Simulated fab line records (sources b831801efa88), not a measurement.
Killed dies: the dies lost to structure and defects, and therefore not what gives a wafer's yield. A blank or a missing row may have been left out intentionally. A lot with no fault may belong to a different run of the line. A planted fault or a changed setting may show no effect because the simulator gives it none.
fab line records | flow gf180mcu
[record] lots = 5 | wafers = 15 | lastDay = 33
route steps=602 shown V2@397 M3@409
lots untouched by any fault: they come from a run of this same line in which no faults occurred
startH: hours from the record's opening day to when the first of the lot's shown wafers began | waitH: hours from the lot's prior step to this one | " identical to the entry in the row above | L1.1+2: one row covering several wafers at once | - no value, or no start given | * or withheld: withheld | < > ~ a bound
route shown NAME@n: a module of which the file shows steps, and the number in the route of the first | usual: mean and standard deviation over wafers with no fault | same: alike in all rows | chamber/n: place in a boat | sites: each site's reading | _std_site: their standard deviation | _edge_site: mean of outer sites minus mean of inner sites | radiusMm: for every site, how far away it sits from the centre of the wafer | mask NAME#n: copy n | behind: the most recent tool/chamber to have shaped the wafer | hold: the reason the lot was held/the length of the hold in hours/how it ended | device: the n, p or np transistor that did not switch | end of line: the same wafers' tests at the end of the route | a step without rows: its recipe alone | killed: dies that structure and defects cost at the first sort, which is not the same as the wafer's yield | map: a wafer's dies, marking killed ones x, the rest . and places with no die _
set.NAME: the setting the step ran with; set.NAME@STEP: the setting that earlier step ran with | model.NAME: the simulator's own value behind a step, which no gauge read
lots seen at some steps along the route; tables by step, rows by wafer
services: from which hour (startH, from the record's first day; less than 0 if before it) a tool's chamber was out of use, for how many hours, and why
[[steps]]
[step GF_V2_OVL_MEAS_15]
[usual] V2_OVL = 3/4.9
lot.wafer | tool       | chamber | startH | waitH | V2_OVL[nm]
L942.2    | overlay-02 | -       | 488.76 | 0.1   | 0
L942.5    | "          | -       | "      | "     | 5
L942.6    | "          | -       | "      | "     | 3
L948.2    | overlay-02 | -       | 538.35 | 0.1   | 7
L948.3    | "          | -       | "      | "     | -1
L948.5    | "          | -       | "      | "     | 3
L949.3    | overlay-02 | -       | 555.87 | 0.1   | -7
L949.4    | "          | -       | "      | "     | -1
L949.5    | "          | -       | "      | "     | -8
L953.1    | overlay-01 | -       | 584.59 | 0.1   | 3
L953.3    | "          | -       | "      | "     | 5
L953.6    | "          | -       | "      | "     | 6
L959.4    | overlay-02 | -       | 628.16 | 0.1   | 6
L959.5    | "          | -       | "      | "     | 3
L959.6    | "          | -       | "      | "     | 10
[step GF_V2_ETCH_16]
[recipe] chemistry = N2/H2 | targetDepthA = withheld | overetchA = withheld | timeS = withheld | target = BARC | ionEnergyEv = 200 | sourceW = 500 | biasW = 100 | pressureMtorr = 30 | n2FlowSccm = 100 | h2FlowSccm = 200
[usual] chamberPressureMTorr = 30.003/0.029 | drypumpMotorCurrentA = 5.7/0.52 | oesProductAu = 0.855/0.0051 | throttleValvePct = 13.224/0.0088
lot.wafer | tool       | chamber | startH | waitH | chamberPressureMTorr | drypumpMotorCurrentA | oesProductAu | throttleValvePct
L942.2    | rieDiel-01 | 2       | 488.79 | 0.0   | 29.983               | 6.7                  | 0.864        | 13.234
L942.5    | "          | 0       | "      | "     | 30.034               | 6.4                  | 0.859        | 13.233
L942.6    | "          | 1       | "      | "     | 30.021               | 5.6                  | 0.860        | 13.235
L948.2    | rieDiel-01 | 3       | 538.38 | 0.0   | 30.000               | 5.7                  | 0.860        | 13.220
L948.3    | "          | 0       | "      | "     | 30.018               | 6.4                  | 0.852        | 13.252
L948.5    | "          | 3       | "      | "     | 29.969               | 5.7                  | 0.851        | 13.223
L949.3    | rieDiel-04 | 3       | 555.89 | 0.0   | 29.987               | 5.6                  | 0.865        | 13.214
L949.4    | "          | 1       | "      | "     | 30.012               | 5.4                  | 0.852        | 13.225
L949.5    | "          | 3       | "      | "     | 30.043               | 5.6                  | 0.861        | 13.220
L953.1    | rieDiel-04 | 3       | 584.63 | 0.0   | 30.002               | 5.6                  | 0.850        | 13.217
L953.3    | "          | 1       | "      | "     | 30.032               | 5.4                  | 0.853        | 13.211
L953.6    | "          | 0       | "      | "     | 29.975               | 5.1                  | 0.849        | 13.233
L959.4    | rieDiel-04 | 3       | 628.17 | 0.0   | 29.993               | 5.6                  | 0.854        | 13.221
L959.5    | "          | 2       | "      | "     | 29.967               | 5.3                  | 0.852        | 13.231
L959.6    | "          | 3       | "      | "     | 30.030               | 5.6                  | 0.858        | 13.233
[step GF_V2_ETCH_17]
[recipe] chemistry = C4F8/O2/Ar | maskMaterial = KrF | target = SiO2 | stopOn = TiN | sourceW = 1500 | biasW = 1200 | pressureMtorr = 40 | c4f8FlowSccm = withheld | O2_flow_sccm = 6 | Ar_flow_sccm = 300 | timeS = withheld | targetDepthA = 6300
[usual] chamberPressureMTorr = 40.00/0.033 | oesProductAu = 0.856/0.0044
lot.wafer | tool       | chamber | startH | waitH | chamberPressureMTorr | oesProductAu
L942.2    | rieDiel-01 | 2       | -      | -     | 40.08                | 0.851
L942.5    | "          | 0       | "      | "     | 39.97                | 0.859
L942.6    | "          | 1       | "      | "     | 40.04                | 0.853
L948.2    | rieDiel-01 | 3       | -      | -     | 39.98                | 0.850
L948.3    | "          | 0       | "      | "     | 40.02                | 0.856
L948.5    | "          | 3       | "      | "     | 39.97                | 0.856
L949.3    | rieDiel-04 | 3       | -      | -     | 40.00                | 0.849
L949.4    | "          | 1       | "      | "     | 39.95                | 0.846
L949.5    | "          | 3       | "      | "     | 40.00                | 0.858
L953.1    | rieDiel-04 | 3       | -      | -     | 40.05                | 0.867
L953.3    | "          | 1       | "      | "     | 40.01                | 0.857
L953.6    | "          | 0       | "      | "     | 39.96                | 0.860
L959.4    | rieDiel-04 | 3       | -      | -     | 39.99                | 0.860
L959.5    | "          | 2       | "      | "     | 40.03                | 0.857
L959.6    | "          | 3       | "      | "     | 39.98                | 0.859
[step GF_V2_STRIP_18]
[recipe] chemistry = O2/N2 | powerW = 1400 | pressureMtorr = 1500 | platenTempC = 250 | o2FlowSccm = 3000 | n2FlowSccm = 300 | overashFraction = 0.5
[usual] chamberPressureMTorr = 1499.8/1.3 | drypumpMotorCurrentA = 5.8/0.4 | heaterPowerW = 352/38 | oesProductAu = 0.588/0.0047
lot.wafer | tool           | chamber | startH | waitH | chamberPressureMTorr | drypumpMotorCurrentA | heaterPowerW | oesProductAu | rfHoursCounterH
L942.2    | plasmaAsher-02 | 1       | 488.92 | -     | 1500.8               | 5.8                  | 423          | 0.582        | 84
L942.5    | "              | 0       | "      | "     | 1499.6               | 5.6                  | 403          | 0.592        | -
L942.6    | "              | 1       | "      | "     | 1497.7               | 5.8                  | 410          | 0.587        | -
L948.2    | plasmaAsher-02 | 0       | 538.50 | -     | 1499.4               | 5.6                  | 387          | 0.583        | 89
L948.3    | "              | 1       | "      | "     | 1499.8               | 5.8                  | 414          | 0.589        | -
L948.5    | "              | 1       | "      | "     | 1498.1               | 5.8                  | 421          | 0.595        | -
L949.3    | plasmaAsher-02 | 1       | 556.05 | -     | 1499.2               | 5.8                  | 407          | 0.588        | -
L949.4    | "              | 0       | "      | "     | 1500.3               | 5.6                  | 385          | 0.596        | -
L949.5    | "              | 1       | "      | "     | 1501.0               | 5.8                  | 410          | 0.594        | -
L953.1    | plasmaAsher-03 | 1       | 584.76 | -     | 1501.3               | 5.5                  | 315          | 0.592        | 86
L953.3    | "              | 0       | "      | "     | 1499.9               | 5.5                  | 304          | 0.585        | -
L953.6    | "              | 1       | "      | "     | 1499.3               | 5.5                  | 322          | 0.588        | -
L959.4    | plasmaAsher-03 | 1       | 628.34 | -     | 1500.3               | 5.5                  | 320          | 0.590        | -
L959.5    | "              | 1       | "      | "     | 1500.7               | 5.5                  | 322          | 0.592        | -
L959.6    | "              | 0       | "      | "     | 1499.3               | 5.5                  | 319          | 0.588        | -
[step GF_V2_STRIP_19]
[recipe] chemistry = postEtchResidueRemover | timeS = 1200 | tempC = 72.5
[step GF_V2_CLEAN_20]
[recipe] chemistry = DIW | dry = n2Spin
[step GF_V2_SPUTTER_21]
[recipe] material = Ti | targetThkNm = 15 | chamberPressurePa = 5 | powerW = 2500 | substrateTempC = 200 | timeS = 80.02
[step GF_V2_SPUTTER_22]
[recipe] material = TiN | targetThkNm = 10 | chamberPressurePa = 5 | powerW = 4000 | timeS = 40
[usual] throttleValvePct = 30.1/0.55
lot.wafer | tool          | chamber | startH | waitH | throttleValvePct
L942.2    | pvdSputter-04 | -       | 489.53 | 0.0   | 30.5
L942.5    | "             | -       | "      | "     | 30.3
L942.6    | "             | -       | "      | "     | 30.5
L948.2    | pvdSputter-03 | -       | 539.10 | 0.0   | 30.4
L948.3    | "             | -       | "      | "     | 29.6
L948.5    | "             | -       | "      | "     | 30.0
L949.3    | pvdSputter-03 | -       | 556.65 | 0.0   | 29.3
L949.4    | "             | -       | "      | "     | 30.3
L949.5    | "             | -       | "      | "     | 29.9
L953.1    | pvdSputter-03 | -       | 585.47 | 0.0   | 29.3
L953.3    | "             | -       | "      | "     | 30.3
L953.6    | "             | -       | "      | "     | 30.9
L959.4    | pvdSputter-04 | -       | 628.90 | 0.0   | 30.5
L959.5    | "             | -       | "      | "     | 30.7
L959.6    | "             | -       | "      | "     | 29.9
[step GF_V2_CVD_23]
[recipe] material = W | targetThkNm = 350 | timeS = 104.94 | tempC = 400 | pressureTorr = 40
[step GF_V2_RS_MEAS_24]
[recipe] thkMeasGauge = four-point-probe | reads = W_of_V2_CVD_23+TiN_of_V2_SPUTTER_22+Ti_of_V2_SPUTTER_21
[usual] V2_W_RS = 0.328/0.0034
lot.wafer | tool         | chamber | startH | waitH | V2_W_RS[ohm/sq]
L942.2    | filmMetro-04 | -       | 489.70 | 0.1   | 0.332
L942.5    | "            | -       | "      | "     | 0.327
L942.6    | "            | -       | "      | "     | 0.330
L948.2    | filmMetro-04 | -       | 539.27 | 0.1   | 0.329
L948.3    | "            | -       | "      | "     | 0.327
L948.5    | "            | -       | "      | "     | 0.324
L949.3    | filmMetro-03 | -       | 556.84 | 0.1   | 0.326
L949.4    | "            | -       | "      | "     | 0.325
L949.5    | "            | -       | "      | "     | 0.325
L953.1    | filmMetro-03 | -       | 585.63 | 0.1   | 0.325
L953.3    | "            | -       | "      | "     | 0.327
L953.6    | "            | -       | "      | "     | 0.328
L959.4    | filmMetro-04 | -       | 629.12 | 0.1   | 0.332
L959.5    | "            | -       | "      | "     | 0.334
L959.6    | "            | -       | "      | "     | 0.332
[step GF_V2_THK_MEAS_25]
[recipe] thkMeasGauge = xrf | reads = W_of_V2_CVD_23
[usual] V2_W_THK = 337/3.8
lot.wafer | tool         | chamber | startH | waitH | V2_W_THK[nm]
L942.2    | filmMetro-04 | -       | 489.81 | 0.1   | 333
L942.5    | "            | -       | "      | "     | 337
L942.6    | "            | -       | "      | "     | 333
L948.2    | filmMetro-04 | -       | 539.38 | 0.1   | 336
L948.3    | "            | -       | "      | "     | 336
L948.5    | "            | -       | "      | "     | 339
L949.3    | filmMetro-03 | -       | 556.94 | 0.1   | 340
L949.4    | "            | -       | "      | "     | 337
L949.5    | "            | -       | "      | "     | 340
L953.1    | filmMetro-03 | -       | 585.75 | 0.1   | 336
L953.3    | "            | -       | "      | "     | 334
L953.6    | "            | -       | "      | "     | 333
L959.4    | filmMetro-04 | -       | 629.21 | 0.1   | 336
L959.5    | "            | -       | "      | "     | 333
L959.6    | "            | -       | "      | "     | 336
[step GF_V2_CMP_26]
[recipe] stopOn = SiO2 | downForcePsi = 3.5 | platenRpm = 60 | tOverpolishS = 15 | targetThkNm = 0 | padVelocityMS = 0.94248
[step GF_M3_SPUTTER_00]
[recipe] material = Ti | targetThkNm = 37.5 | arrivingIonEnergyEv = 80 | substrateTempC = 200 | chamberPressurePa = 1.903 | powerW = 4000 | timeS = 150
[usual] throttleValvePct = 30.3/0.65
lot.wafer | tool          | chamber | startH | waitH | throttleValvePct | model.Ti_of_M3_SPUTTER_00.thkNm
L942.2    | pvdSputter-04 | -       | 490.16 | 0.1   | 30.2             | 38.7
L942.5    | "             | -       | "      | "     | 30.7             | 38.79
L942.6    | "             | -       | "      | "     | 30.5             | 38.68
L948.2    | pvdSputter-01 | -       | 539.73 | 0.2   | 30.2             | 38.4
L948.3    | "             | -       | "      | "     | 32.3             | 40.1
L948.5    | "             | -       | "      | "     | 31.9             | 40.09
L949.3    | pvdSputter-04 | -       | 557.28 | 0.1   | 30.0             | 38.99
L949.4    | "             | -       | "      | "     | 30.3             | 39.03
L949.5    | "             | -       | "      | "     | 30.1             | 38.66
L953.1    | pvdSputter-03 | -       | 586.11 | 0.2   | 30.1             | 38.6
L953.3    | "             | -       | "      | "     | 30.6             | 38.72
L953.6    | "             | -       | "      | "     | 30.9             | 38.36
L959.4    | pvdSputter-01 | -       | 629.54 | 0.2   | 30.4             | 38.51
L959.5    | "             | -       | "      | "     | 31.9             | 38.38
L959.6    | "             | -       | "      | "     | 29.4             | 38.81
[step GF_M3_SPUTTER_01]
[recipe] material = TiN | targetThkNm = 30 | powerW = 6500 | timeS = 25 | chamberPressurePa = 0.4
[usual] throttleValvePct = 30.3/0.68
lot.wafer | tool          | chamber | startH | waitH | throttleValvePct
L942.2    | pvdSputter-04 | -       | 490.26 | 0.1   | 30.2
L942.5    | "             | -       | "      | "     | 30.8
L942.6    | "             | -       | "      | "     | 30.2
L948.2    | pvdSputter-01 | -       | 539.83 | 0.1   | 30.2
L948.3    | "             | -       | "      | "     | 32.0
L948.5    | "             | -       | "      | "     | 32.2
L949.3    | pvdSputter-04 | -       | 557.38 | 0.1   | 30.0
L949.4    | "             | -       | "      | "     | 30.2
L949.5    | "             | -       | "      | "     | 30.0
L953.1    | pvdSputter-03 | -       | 586.21 | 0.1   | 30.0
L953.3    | "             | -       | "      | "     | 30.5
L953.6    | "             | -       | "      | "     | 30.9
L959.4    | pvdSputter-01 | -       | 629.64 | 0.1   | 30.2
L959.5    | "             | -       | "      | "     | 32.2
L959.6    | "             | -       | "      | "     | 29.2
[[services]]
tool           | chamber | startH | hours | kind
rieDiel-04     | 3       | 468.45 | -     | clean
rieDiel-04     | 3       | 468.45 | 20.7  | scheduledDown
rieDiel-04     | 3       | 468.45 | 20.7  | ventCycle
pvdSputter-03  | 2       | 480.67 | -     | consumableReplace:kit
pvdSputter-03  | 2       | 480.67 | 18.0  | scheduledDown
pvdSputter-03  | 2       | 480.67 | 18.0  | ventCycle
rieDiel-01     | 3       | 487.65 | -     | clean
pvdSputter-04  | -       | 500.69 | 0.9   | repair
rieDiel-01     | -       | 501.26 | 0.3   | repair
rieDiel-04     | 3       | 521.63 | 5.3   | repair
rieDiel-04     | 0       | 528.81 | 12.8  | repair
pvdSputter-01  | -       | 536.18 | 1.1   | repair
rieDiel-04     | 3       | 539.69 | 4.8   | repair
pvdSputter-01  | -       | 543.70 | 4.9   | repair
pvdSputter-04  | 1       | 554.85 | -     | consumableReplace:kit
pvdSputter-04  | 1       | 554.85 | 18.0  | scheduledDown
pvdSputter-04  | 1       | 554.85 | 18.0  | ventCycle
rieDiel-04     | 0       | 557.96 | 1.7   | repair
plasmaAsher-02 | -       | 569.62 | 0.6   | repair
pvdSputter-01  | -       | 581.14 | 27.6  | repair
plasmaAsher-02 | -       | 599.28 | 10.0  | pm
plasmaAsher-02 | -       | 624.53 | 14.2  | pm
rieDiel-01     | 1       | 626.16 | 10.0  | repair
rieDiel-01     | 0       | 629.35 | 6.6   | repair
[[key]]
firstSign none at tools or gauges
[modelEffect] step = GF_M3_SPUTTER_00 | value = Ti_of_M3_SPUTTER_00.thkNm | without = 38.56 | struck = 40.09
metAt GF_M3_SPUTTER_00
struckWafers L948.3,L948.5
[fault] kind = processParameterDrift | tool = pvdSputter-01 | chamber = - | onsetH = 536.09 | steps = GF_M3_SPUTTER_00 | channel = timeS | offset = * | shape = step | endH = 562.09 | actsIn = * | stated = * | scope = struckWafersOnly
